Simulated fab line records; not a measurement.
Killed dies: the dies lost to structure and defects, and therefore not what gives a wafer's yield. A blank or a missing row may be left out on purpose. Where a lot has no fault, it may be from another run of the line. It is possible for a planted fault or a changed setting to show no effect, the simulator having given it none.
Which tool was responsible? | flow sky130 | 13 lots (39 wafers sampled), 1 step of a 708-step route

## WHAT EACH GAUGE READ, for each wafer
SKY_SD_P_TW_MEAS_11.
lot  | measured     | on            | SD_P_TW
L940 | day 25 17:46 | film_metro-02 | 2828 2826 2820
L941 | day 26 03:19 | film_metro-02 | 2823 2806 2824
L942 | day 26 20:39 | film_metro-04 | 2859 2851 2873
L943 | day 26 22:34 | film_metro-03 | 2808 2829 2851
L944 | day 27 04:01 | film_metro-04 | 2836 2845 2856
L945 | day 27 19:47 | film_metro-02 | 2834 2860 2852
L950 | day 29 10:58 | film_metro-04 | 2852 2851 2860
L952 | day 29 22:44 | film_metro-04 | 2847 2839 2852
L955 | day 30 16:22 | film_metro-03 | 2839 2847 2844
L956 | day 31 02:07 | film_metro-04 | 2844 2854 2859
L957 | day 31 12:57 | film_metro-03 | 2833 2850 2821
L961 | day 32 19:55 | film_metro-02 | 2844 2854 2855
L963 | day 33 05:04 | film_metro-04 | 2816 2820 2827

## WHICH TOOL RAN EACH LOT (tool, then ch and the chambers of the sampled wafers, then the start)
Before these readings, the record contains no process step.

## AS READ BY THE TOOLS THEMSELVES (means over the sampled wafers that have a number; for cases with no such wafer, the mark the record gives instead)
The record holds no such reading with a usual standard deviation.

## THE ANSWER, worked out from the rows above alone
Rule: usual is defined by the lots themselves. Put in order of their means at a reading, lots are off if they are a third of the lots or fewer, leave a main group of 4 or more, and stand apart from it by a gap of 3 or more times the standard deviation of the main group's means; of several such gaps the widest counts. A main group is skipped when, at the precision printed for the reading in the tables above, its means are all equal. A lot without any number at a reading at which 4 lots or more have one is off too. All remaining lots with rows at the step are treated as sound. Order of review: gauges by route order, followed by the tools' own readings, for which a lot's mean as printed above is used. At the first step where some lot is off, the reading lying furthest off is the one used; lots without a number count as furthest.
No lot is off on any of the readings shown, so nothing can be concluded from this.

## WHAT THE SIMULATOR PUT IN
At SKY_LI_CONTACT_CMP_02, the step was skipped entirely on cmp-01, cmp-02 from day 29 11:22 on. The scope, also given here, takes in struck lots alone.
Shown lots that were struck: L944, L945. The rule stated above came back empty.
